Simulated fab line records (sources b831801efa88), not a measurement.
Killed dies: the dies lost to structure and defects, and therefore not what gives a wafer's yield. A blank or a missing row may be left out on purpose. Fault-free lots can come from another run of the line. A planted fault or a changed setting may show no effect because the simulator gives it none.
fab line records	flow gf180mcu	part 1 of 2: steps 1 to 36 of 49
record: lots: 5	wafers: 15	last-day: 33
route steps=602 shown POLY_GATE@171 HV_LDD@176
lots untouched by any fault: they come from a run of this same line in which no faults occurred
start-h: the number of hours between the record's first day and the start of the first shown wafer of the lot	wait-h: hours from the lot's prior step to this one	" same as the row above	L1.1+2: a row that stands for several wafers	- either no value or no given start	* or withheld: withheld	< > ~ a bound
route shown NAME@n: NAME is a module with steps in the file, n the number in the route of the first one	usual: the fault-free wafers' mean and standard deviation	same: alike in all rows	chamber/n: place in a boat	sites: the reading at each site	_std_site: the values' standard deviation	_edge_site: the outer-site mean with the inner-site mean subtracted	radius-mm: how far each site lies from the wafer's centre	mask NAME#n: copy n	behind: the tool/chamber that last shaped the wafer	hold: why the lot was held/for how many hours/how that ended	device: which transistor (n, p or np) failed to switch	end of line: tests of these same wafers at the route's end	step lacking rows: just its recipe	killed: at the first sort, the dies lost to defects and structure; wafer yield is something else	map: shows each die of a wafer: x if killed, . if not, _ if none is there
set.NAME: the setting as run; set.NAME@STEP: as run at that earlier step	model.NAME: the simulator's own value behind a step, which no gauge read
certain route steps with their lots: each step a table, each wafer a row
services: from which hour (start-h, from the record's first day; less than 0 if before it) a tool's chamber was out of use, for how many hours, and why
== steps ==
step: GF_POLY_GATE_STRIP_14
recipe: chemistry: O2/N2	power-w: 1400	pressure-mtorr: 1500	platen-temp-c: 250	o2-flow-sccm: 3000	n2-flow-sccm: 300	overash-fraction: 0.5
usual: drypump-motor-current-A: 5.8/0.55	heater-power-w: 312/37	oes-product-au: 0.505/0.0043
lot.wafer	tool	chamber	start-h	wait-h	drypump-motor-current-A	heater-power-w	oes-product-au	rf-hours-counter-h
L075.2	plasma-asher-04	1	205.51	0.0	5.3	325	0.501	41
L075.5	"	1	"	"	5.3	318	0.499	-
L075.6	"	0	"	"	6.3	306	0.503	-
L082.2	plasma-asher-04	0	253.93	0.0	6.4	307	0.507	46
L082.3	"	1	"	"	5.3	318	0.504	-
L082.6	"	1	"	"	5.3	324	0.510	-
L085.1	plasma-asher-01	1	275.50	0.0	5.0	358	0.497	16
L085.2	"	0	"	"	5.5	285	0.504	16
L085.3	"	0	"	"	5.5	282	0.508	-
L090.2	plasma-asher-03	0	308.05	0.0	6.2	250	0.504	66
L090.4	"	1	"	"	6.5	366	0.512	-
L090.5	"	0	"	"	6.3	250	0.504	-
L093.1	plasma-asher-01	0	333.66	0.0	5.5	284	0.505	22
L093.2	"	1	"	"	5.0	344	0.502	22
L093.6	"	1	"	"	5.0	344	0.508	-
step: GF_POLY_GATE_CLEAN_15
recipe: chemistry: SC1/SC2	mix: 1:4:20	temp-c: 70	time-s: 150	dry: n2-spin
lot.wafer	tool	chamber	start-h	wait-h
L075.2+5+6	wet-bench-01	2	205.61	0.1
L082.2+3+6	wet-bench-01	1	254.03	0.1
L085.1+2+3	wet-bench-04	1	275.60	0.1
L090.2+4+5	wet-bench-01	0	308.15	0.1
L093.1+2+6	wet-bench-04	3	333.76	0.1
step: GF_POLY_GATE_OXIDATION_16
recipe: temp-c: 850	ambient: O2	stabilise-s: 600	purge-s: 300	target-thk-a: 40	ox-time-s: 899
usual: ox-temp-c: 850.1/0.37	spike-tc-bottom-C: 868.5/1.2	tube-center-temp-C: 850/0.08
lot.wafer	tool	chamber	start-h	wait-h	ox-temp-c	spike-tc-bottom-C	tube-center-temp-C
L075.2	furnace-02	0	205.66	0.0	850.5	867.6	850.05
L075.5	"	0	"	"	849.6	870.7	850.04
L075.6	"	0	"	"	850.5	867.9	849.94
L082.2	furnace-02	0	254.90	0.8	850.2	868.1	850.1
L082.3	"	0	"	"	850.8	869.8	849.96
L082.6	"	0	"	"	850.3	866.3	850.05
L085.1	furnace-02	0	276.71	1.1	850.8	868.1	850.05
L085.2	"	0	"	"	850.1	867.0	849.97
L085.3	"	0	"	"	850.4	867.2	849.77
L090.2	furnace-02	0	308.20	0.0	850.2	868.1	850.03
L090.4	"	0	"	"	850.4	868.1	849.98
L090.5	"	0	"	"	850.4	868.9	849.96
L093.1	furnace-01	0	335.20	1.4	850.0	868.7	849.94
L093.2	"	0	"	"	849.4	870.4	850.04
L093.6	"	0	"	"	850.4	869.6	850.12
step: GF_POLY_GATE_THK_MEAS_17
recipe: reads: SiO2_of_POLY_GATE_OXIDATION_16
usual: POLY_GATE_OXIDATION_THK: 4.02/0.082
lot.wafer	tool	chamber	start-h	wait-h	POLY_GATE_OXIDATION_THK[nm]
L075.2	film-metro-01	-	206.92	0.0	4.06
L075.5	"	-	"	"	4.02
L075.6	"	-	"	"	4.10
L082.2	film-metro-02	-	256.16	0.0	3.91
L082.3	"	-	"	"	4.05
L082.6	"	-	"	"	3.96
L085.1	film-metro-02	-	277.96	0.0	4.14
L085.2	"	-	"	"	4.24
L085.3	"	-	"	"	4.18
L090.2	film-metro-02	-	309.46	0.0	4.10
L090.4	"	-	"	"	4.19
L090.5	"	-	"	"	4.10
L093.1	film-metro-01	-	336.45	0.0	4.04
L093.2	"	-	"	"	3.94
L093.6	"	-	"	"	4.00
step: GF_POLY_GATE_CD_MEAS_18
usual: cd-nm: 280.1/1.3
lot.wafer	tool	chamber	start-h	wait-h	cd-nm
L075.2	cd-sem-02	-	207.00	0.1	280.4
L075.5	"	-	"	"	280.4
L075.6	"	-	"	"	280.4
L082.2	cd-sem-01	-	256.24	0.1	281.5
L082.3	"	-	"	"	281.7
L082.6	"	-	"	"	281.2
L085.1	cd-sem-02	-	278.02	0.1	282.4
L085.2	"	-	"	"	281.4
L085.3	"	-	"	"	279.4
L090.2	cd-sem-02	-	309.54	0.1	280.4
L090.4	"	-	"	"	278.8
L090.5	"	-	"	"	279.4
L093.1	cd-sem-01	-	336.51	0.1	281.2
L093.2	"	-	"	"	280.3
L093.6	"	-	"	"	279.4
step: GF_HV_LDD_DEHYDRATE_00
recipe: temp-c: 200	time-s: 60
lot.wafer	tool	chamber	start-h	wait-h
L075.2+5+6	litho-track-02	0	215.11	8.1
L082.2+3+6	litho-track-04	0	265.07	8.8
L085.1+2+3	litho-track-04	0	287.19	9.1
L090.2+4+5	litho-track-04	0	319.47	9.9
L093.1+2+6	litho-track-02	0	347.14	10.6
step: GF_HV_LDD_HMDS_01
recipe: prime-time-s: 60	prime-temp-c: 120
lot.wafer	tool	chamber	start-h	wait-h
L075.2+5+6	litho-track-02	0	215.26	0.1
L082.2+3+6	litho-track-04	0	265.22	0.1
L085.1+2+3	litho-track-04	0	287.34	0.1
L090.2+4+5	litho-track-04	0	319.62	0.1
L093.1+2+6	litho-track-02	0	347.29	0.1
step: GF_HV_LDD_COAT_02
recipe: resist: NOVOLAK	spin-rpm: 3000	resist-thk-nm: 1000
lot.wafer	tool	chamber	start-h	wait-h
L075.2+5+6	litho-track-02	0	215.41	0.1
L082.2+3+6	litho-track-04	0	265.37	0.1
L085.1+2+3	litho-track-04	0	287.49	0.1
L090.2+4+5	litho-track-04	0	319.77	0.1
L093.1+2+6	litho-track-02	0	347.44	0.1
step: GF_HV_LDD_SOFTBAKE_03
recipe: temp-c: 90	time-s: 60	resist: NOVOLAK
lot.wafer	tool	chamber	start-h	wait-h
L075.2+5+6	litho-track-02	0	215.56	0.1
L082.2+3+6	litho-track-04	0	265.52	0.1
L085.1+2+3	litho-track-04	0	287.64	0.1
L090.2+4+5	litho-track-04	0	319.92	0.1
L093.1+2+6	litho-track-02	0	347.59	0.1
step: GF_HV_LDD_EXPOSE_04
recipe: mask-id: Nplus_LV_AREA	target-cd-nm: 400	na: 0.6	source-shape: conventional	sigma-outer: 0.6	dose-mj: 140
lot.wafer	tool	chamber	start-h	wait-h	mask
L075.2+5+6	iline-stepper-01	0	-	-	Nplus_LV_AREA#0
L082.2+3+6	iline-stepper-01	0	-	-	Nplus_LV_AREA#0
L085.1+2+3	iline-stepper-01	0	-	-	Nplus_LV_AREA#0
L090.2+4+5	iline-stepper-02	0	-	-	Nplus_LV_AREA#0
L093.1+2+6	iline-stepper-02	0	-	-	Nplus_LV_AREA#0
step: GF_HV_LDD_PEB_05
recipe: temp-c: withheld	time-s: *	resist: NOVOLAK
lot.wafer	tool	chamber	start-h	wait-h
L075.2+5+6	litho-track-03	0	-	-
L082.2+3+6	litho-track-04	0	-	-
L085.1+2+3	litho-track-03	0	-	-
L090.2+4+5	litho-track-02	0	-	-
L093.1+2+6	litho-track-04	0	-	-
step: GF_HV_LDD_DEVELOP_06
recipe: develop-time-s: 60	dev-temp-c: 23
lot.wafer	tool	chamber	start-h	wait-h
L075.2+5+6	litho-track-03	0	224.32	0.1
L082.2+3+6	litho-track-04	0	275.17	0.1
L085.1+2+3	litho-track-03	0	298.29	0.1
L090.2+4+5	litho-track-02	0	330.16	0.1
L093.1+2+6	litho-track-04	0	357.64	0.1
step: GF_HV_LDD_CD_MEAS_07
recipe: target-cd-nm: 400
usual: cd-nm: 399.5/2.2
lot.wafer	tool	chamber	start-h	wait-h	cd-nm
L075.2	cd-sem-02	-	224.46	0.1	398.3
L075.5	"	-	"	"	398.2
L075.6	"	-	"	"	395.2
L082.2	cd-sem-02	-	275.31	0.1	397.9
L082.3	"	-	"	"	397.5
L082.6	"	-	"	"	398.1
L085.1	cd-sem-01	-	298.44	0.1	399.4
L085.2	"	-	"	"	399.3
L085.3	"	-	"	"	398.2
L090.2	cd-sem-02	-	330.31	0.1	404.2
L090.4	"	-	"	"	402.6
L090.5	"	-	"	"	403.3
L093.1	cd-sem-01	-	357.79	0.1	398.9
L093.2	"	-	"	"	398.7
L093.6	"	-	"	"	399.1
step: GF_HV_LDD_OVL_MEAS_08
usual: HV_LDD_OVL: 1.0/1.1
lot.wafer	tool	chamber	start-h	wait-h	HV_LDD_OVL[nm]
L075.2	overlay-02	-	224.57	0.1	2.0
L075.5	"	-	"	"	2.5
L075.6	"	-	"	"	2.3
L082.2	overlay-01	-	275.42	0.1	-0.2
L082.3	"	-	"	"	-0.9
L082.6	"	-	"	"	-1.6
L085.1	overlay-02	-	298.56	0.1	1.7
L085.2	"	-	"	"	1.1
L085.3	"	-	"	"	1.1
L090.2	overlay-02	-	330.41	0.1	-1.2
L090.4	"	-	"	"	0.4
L090.5	"	-	"	"	-0.3
L093.1	overlay-02	-	357.91	0.1	2.1
L093.2	"	-	"	"	2.9
L093.6	"	-	"	"	0.9
step: GF_HV_LDD_IMPLANT_09
recipe: species: As	energy-kev: 40	dose-cm2: 1e+14	tilt-deg: 7
lot.wafer	tool	chamber	start-h	wait-h
L075.2+5+6	implanter-03	0	224.63	0.0
L082.2+3+6	implanter-03	0	275.48	0.0
L085.1+2+3	implanter-01	0	298.60	0.0
L090.2+4+5	implanter-01	0	330.47	0.0
L093.1+2+6	implanter-03	0	357.95	0.0
step: GF_HV_LDD_STRIP_10
recipe: chemistry: O2/N2	power-w: 1400	pressure-mtorr: 1500	platen-temp-c: 250	o2-flow-sccm: 3000	n2-flow-sccm: 300	overash-fraction: 0.5
usual: drypump-motor-current-A: 5.7/0.5	heater-power-w: 324/60	oes-product-au: 0.717/0.0048	strip-time-to-endpoint-s: 12.64/0.035
lot.wafer	tool	chamber	start-h	wait-h	drypump-motor-current-A	heater-power-w	oes-product-au	rf-hours-counter-h	strip-time-to-endpoint-s
L075.2	plasma-asher-01	0	224.75	0.1	5.5	272	0.718	11	12.64
L075.5	"	0	"	"	5.5	289	0.719	-	12.66
L075.6	"	1	"	"	5.0	347	0.708	-	12.65
L082.2	plasma-asher-03	0	275.60	0.1	6.2	255	0.714	62	12.60
L082.3	"	0	"	"	6.2	252	0.715	-	12.63
L082.6	"	1	"	"	6.5	359	0.722	-	12.60
L085.1	plasma-asher-03	1	298.75	0.1	6.5	367	0.719	64	12.58
L085.2	"	0	"	"	6.2	254	0.714	64	12.64
L085.3	"	1	"	"	6.5	369	0.718	-	12.63
L090.2	plasma-asher-02	1	330.59	0.1	5.9	274	0.715	70	12.58
L090.4	"	1	"	"	5.9	273	0.714	-	12.62
L090.5	"	1	"	"	5.9	274	0.717	-	12.58
L093.1	plasma-asher-03	1	358.10	0.1	6.5	366	0.715	71	12.73
L093.2	"	0	"	"	6.2	244	0.718	71	12.67
L093.6	"	1	"	"	6.5	368	0.721	-	12.67
step: GF_HV_LDD_TW_MEAS_11
usual: HV_LDD_TW: 2393/34
lot.wafer	tool	chamber	start-h	wait-h	HV_LDD_TW
L075.2	film-metro-03	-	224.86	0.1	2372
L075.5	"	-	"	"	2383
L075.6	"	-	"	"	2378
L082.2	film-metro-01	-	275.71	0.1	2434
L082.3	"	-	"	"	2432
L082.6	"	-	"	"	2429
L085.1	film-metro-03	-	298.85	0.1	2364
L085.2	"	-	"	"	2364
L085.3	"	-	"	"	2375
L090.2	film-metro-03	-	330.70	0.1	2370
L090.4	"	-	"	"	2392
L090.5	"	-	"	"	2383
L093.1	film-metro-02	-	358.21	0.1	2368
L093.2	"	-	"	"	2383
L093.6	"	-	"	"	2368
step: GF_HV_LDD_DEHYDRATE_12
recipe: temp-c: 200	time-s: 60
lot.wafer	tool	chamber	start-h	wait-h
L075.2+5+6	litho-track-04	0	233.92	9.0
L082.2+3+6	litho-track-04	0	284.62	8.9
L085.1+2+3	litho-track-03	0	308.39	9.5
L090.2+4+5	litho-track-02	0	341.06	10.3
L093.1+2+6	litho-track-04	0	368.79	10.6
step: GF_HV_LDD_HMDS_13
recipe: prime-time-s: 60	prime-temp-c: 120
lot.wafer	tool	chamber	start-h	wait-h
L075.2+5+6	litho-track-04	0	234.07	0.1
L082.2+3+6	litho-track-04	0	284.77	0.1
L085.1+2+3	litho-track-03	0	308.54	0.1
L090.2+4+5	litho-track-02	0	341.21	0.1
L093.1+2+6	litho-track-04	0	368.94	0.1
step: GF_HV_LDD_COAT_14
recipe: resist: NOVOLAK	spin-rpm: 3000	resist-thk-nm: 1000
lot.wafer	tool	chamber	start-h	wait-h
L075.2+5+6	litho-track-04	0	234.22	0.1
L082.2+3+6	litho-track-04	0	284.92	0.1
L085.1+2+3	litho-track-03	0	308.69	0.1
L090.2+4+5	litho-track-02	0	341.36	0.1
L093.1+2+6	litho-track-04	0	369.09	0.1
step: GF_HV_LDD_SOFTBAKE_15
recipe: temp-c: 90	time-s: 60	resist: NOVOLAK
lot.wafer	tool	chamber	start-h	wait-h
L075.2+5+6	litho-track-04	0	234.37	0.1
L082.2+3+6	litho-track-04	0	285.07	0.1
L085.1+2+3	litho-track-03	0	308.84	0.1
L090.2+4+5	litho-track-02	0	341.51	0.1
L093.1+2+6	litho-track-04	0	369.24	0.1
step: GF_HV_LDD_EXPOSE_16
recipe: mask-id: Pplus_LV_AREA	target-cd-nm: 400	na: 0.6	source-shape: conventional	sigma-outer: 0.6	dose-mj: 140
lot.wafer	tool	chamber	start-h	wait-h	mask
L075.2+5+6	iline-stepper-01	0	-	-	Pplus_LV_AREA#0
L082.2+3+6	iline-stepper-01	0	-	-	Pplus_LV_AREA#0
L085.1+2+3	iline-stepper-01	0	-	-	Pplus_LV_AREA#0
L090.2+4+5	iline-stepper-01	0	-	-	Pplus_LV_AREA#0
L093.1+2+6	iline-stepper-01	0	-	-	Pplus_LV_AREA#0
step: GF_HV_LDD_PEB_17
recipe: temp-c: withheld	time-s: *	resist: NOVOLAK
lot.wafer	tool	chamber	start-h	wait-h
L075.2+5+6	litho-track-02	0	-	-
L082.2+3+6	litho-track-04	0	-	-
L085.1+2+3	litho-track-04	0	-	-
L090.2+4+5	litho-track-02	0	-	-
L093.1+2+6	litho-track-02	0	-	-
step: GF_HV_LDD_DEVELOP_18
recipe: develop-time-s: 60	dev-temp-c: 23
lot.wafer	tool	chamber	start-h	wait-h
L075.2+5+6	litho-track-02	0	243.16	0.1
L082.2+3+6	litho-track-04	0	294.77	0.1
L085.1+2+3	litho-track-04	0	319.29	0.1
L090.2+4+5	litho-track-02	0	351.76	0.1
L093.1+2+6	litho-track-02	0	380.29	0.1
step: GF_HV_LDD_CD_MEAS_19
recipe: target-cd-nm: 400
usual: cd-nm: 399.7/2.3
lot.wafer	tool	chamber	start-h	wait-h	cd-nm
L075.2	cd-sem-01	-	243.31	0.1	400.1
L075.5	"	-	"	"	401.2
L075.6	"	-	"	"	399.3
L082.2	cd-sem-02	-	294.91	0.1	400.8
L082.3	"	-	"	"	400.4
L082.6	"	-	"	"	400.6
L085.1	cd-sem-01	-	319.44	0.1	395.6
L085.2	"	-	"	"	395.8
L085.3	"	-	"	"	397.8
L090.2	cd-sem-02	-	351.91	0.1	402.6
L090.4	"	-	"	"	402.0
L090.5	"	-	"	"	402.6
L093.1	cd-sem-01	-	380.44	0.1	400.6
L093.2	"	-	"	"	401.4
L093.6	"	-	"	"	404.5
step: GF_HV_LDD_OVL_MEAS_20
usual: HV_LDD_01_OVL: -0.1/1.5
lot.wafer	tool	chamber	start-h	wait-h	HV_LDD_01_OVL[nm]
L075.2	overlay-02	-	243.41	0.1	2.3
L075.5	"	-	"	"	2.0
L075.6	"	-	"	"	4.0
L082.2	overlay-02	-	295.02	0.1	-1.7
L082.3	"	-	"	"	0.7
L082.6	"	-	"	"	-1.0
L085.1	overlay-02	-	319.56	0.1	1.4
L085.2	"	-	"	"	-0.1
L085.3	"	-	"	"	1.3
L090.2	overlay-01	-	352.01	0.1	1.6
L090.4	"	-	"	"	-1.4
L090.5	"	-	"	"	-1.5
L093.1	overlay-02	-	380.56	0.1	2.3
L093.2	"	-	"	"	1.7
L093.6	"	-	"	"	0.3
step: GF_HV_LDD_IMPLANT_21
recipe: species: BF2	energy-kev: 25	dose-cm2: 5e+13	tilt-deg: 7
lot.wafer	tool	chamber	start-h	wait-h
L075.2+5+6	implanter-04	0	243.47	0.0
L082.2+3+6	implanter-01	0	295.08	0.0
L085.1+2+3	implanter-01	0	319.60	0.0
L090.2+4+5	implanter-04	0	352.07	0.0
L093.1+2+6	implanter-01	0	380.59	0.0
step: GF_HV_LDD_STRIP_22
recipe: chemistry: O2/N2	power-w: 1400	pressure-mtorr: 1500	platen-temp-c: 250	o2-flow-sccm: 3000	n2-flow-sccm: 300	overash-fraction: 0.5
usual: drypump-motor-current-A: 5.8/0.53	heater-power-w: 319/56	oes-product-au: 0.716/0.0045	strip-time-to-endpoint-s: 12.63/0.037
lot.wafer	tool	chamber	start-h	wait-h	drypump-motor-current-A	heater-power-w	oes-product-au	rf-hours-counter-h	strip-time-to-endpoint-s
L075.2	plasma-asher-03	0	243.59	0.1	6.2	249	0.712	59	12.60
L075.5	"	1	"	"	6.5	367	0.709	-	12.61
L075.6	"	0	"	"	6.3	243	0.714	-	12.58
L082.2	plasma-asher-01	0	295.20	0.1	5.5	284	0.713	18	12.62
L082.3	"	0	"	"	5.5	284	0.722	-	12.59
L082.6	"	1	"	"	5.0	348	0.720	-	12.64
L085.1	plasma-asher-02	0	319.75	0.1	5.4	424	0.717	69	12.68
L085.2	"	1	"	"	5.9	266	0.709	69	12.70
L085.3	"	1	"	"	5.9	270	0.716	-	12.65
L090.2	plasma-asher-02	1	352.19	0.1	5.9	272	0.713	73	12.62
L090.4	"	1	"	"	5.9	273	0.725	-	12.63
L090.5	"	0	"	"	5.4	421	0.720	-	12.61
L093.1	plasma-asher-01	0	380.74	0.1	5.5	276	0.709	26	12.57
L093.2	"	1	"	"	5.0	343	0.721	26	12.58
L093.6	"	0	"	"	5.6	282	0.720	-	12.60
step: GF_HV_LDD_TW_MEAS_23
usual: HV_LDD_2_TW: 1044/15
lot.wafer	tool	chamber	start-h	wait-h	HV_LDD_2_TW
L075.2	film-metro-01	-	243.70	0.1	1065
L075.5	"	-	"	"	1060
L075.6	"	-	"	"	1062
L082.2	film-metro-02	-	295.31	0.1	1032
L082.3	"	-	"	"	1029
L082.6	"	-	"	"	1029
L085.1	film-metro-02	-	319.85	0.1	1034
L085.2	"	-	"	"	1039
L085.3	"	-	"	"	1032
L090.2	film-metro-01	-	352.30	0.1	1064
L090.4	"	-	"	"	1067
L090.5	"	-	"	"	1062
L093.1	film-metro-02	-	380.84	0.1	1030
L093.2	"	-	"	"	1038
L093.6	"	-	"	"	1037
step: GF_HV_LDD_DEHYDRATE_24
recipe: temp-c: 200	time-s: 60
lot.wafer	tool	chamber	start-h	wait-h
L075.2+5+6	litho-track-04	0	252.62	8.9
L082.2+3+6	litho-track-04	0	304.77	9.4
L085.1+2+3	litho-track-04	0	329.89	10.0
L090.2+4+5	litho-track-02	0	363.16	10.8
L093.1+2+6	litho-track-02	0	391.99	11.1
step: GF_HV_LDD_HMDS_25
recipe: prime-time-s: 60	prime-temp-c: 120
lot.wafer	tool	chamber	start-h	wait-h
L075.2+5+6	litho-track-04	0	252.77	0.1
L082.2+3+6	litho-track-04	0	304.92	0.1
L085.1+2+3	litho-track-04	0	330.04	0.1
L090.2+4+5	litho-track-02	0	363.31	0.1
L093.1+2+6	litho-track-02	0	392.14	0.1
step: GF_HV_LDD_COAT_26
recipe: resist: NOVOLAK	spin-rpm: 3000	resist-thk-nm: 1000
lot.wafer	tool	chamber	start-h	wait-h
L075.2+5+6	litho-track-04	0	252.92	0.1
L082.2+3+6	litho-track-04	0	305.07	0.1
L085.1+2+3	litho-track-04	0	330.19	0.1
L090.2+4+5	litho-track-02	0	363.46	0.1
L093.1+2+6	litho-track-02	0	392.29	0.1
step: GF_HV_LDD_SOFTBAKE_27
recipe: temp-c: 90	time-s: 60	resist: NOVOLAK
lot.wafer	tool	chamber	start-h	wait-h
L075.2+5+6	litho-track-04	0	253.07	0.1
L082.2+3+6	litho-track-04	0	305.22	0.1
L085.1+2+3	litho-track-04	0	330.34	0.1
L090.2+4+5	litho-track-02	0	363.61	0.1
L093.1+2+6	litho-track-02	0	392.44	0.1
step: GF_HV_LDD_EXPOSE_28
recipe: mask-id: Nplus_HV_AREA	target-cd-nm: 400	na: 0.6	source-shape: conventional	sigma-outer: 0.6	dose-mj: 140
lot.wafer	tool	chamber	start-h	wait-h	mask
L075.2+5+6	iline-stepper-02	0	-	-	Nplus_HV_AREA#0
L082.2+3+6	iline-stepper-01	0	-	-	Nplus_HV_AREA#0
L085.1+2+3	iline-stepper-01	0	-	-	Nplus_HV_AREA#0
L090.2+4+5	iline-stepper-02	0	-	-	Nplus_HV_AREA#0
L093.1+2+6	iline-stepper-01	0	-	-	Nplus_HV_AREA#0
step: GF_HV_LDD_PEB_29
recipe: temp-c: withheld	time-s: *	resist: NOVOLAK
lot.wafer	tool	chamber	start-h	wait-h
L075.2+5+6	litho-track-04	0	-	-
L082.2+3+6	litho-track-04	0	-	-
L085.1+2+3	litho-track-02	0	-	-
L090.2+4+5	litho-track-03	0	-	-
L093.1+2+6	litho-track-02	0	-	-
step: GF_HV_LDD_DEVELOP_30
recipe: develop-time-s: 60	dev-temp-c: 23
lot.wafer	tool	chamber	start-h	wait-h
L075.2+5+6	litho-track-04	0	262.32	0.1
L082.2+3+6	litho-track-04	0	315.57	0.1
L085.1+2+3	litho-track-02	0	340.89	0.1
L090.2+4+5	litho-track-03	0	374.67	0.1
L093.1+2+6	litho-track-02	0	403.69	0.1
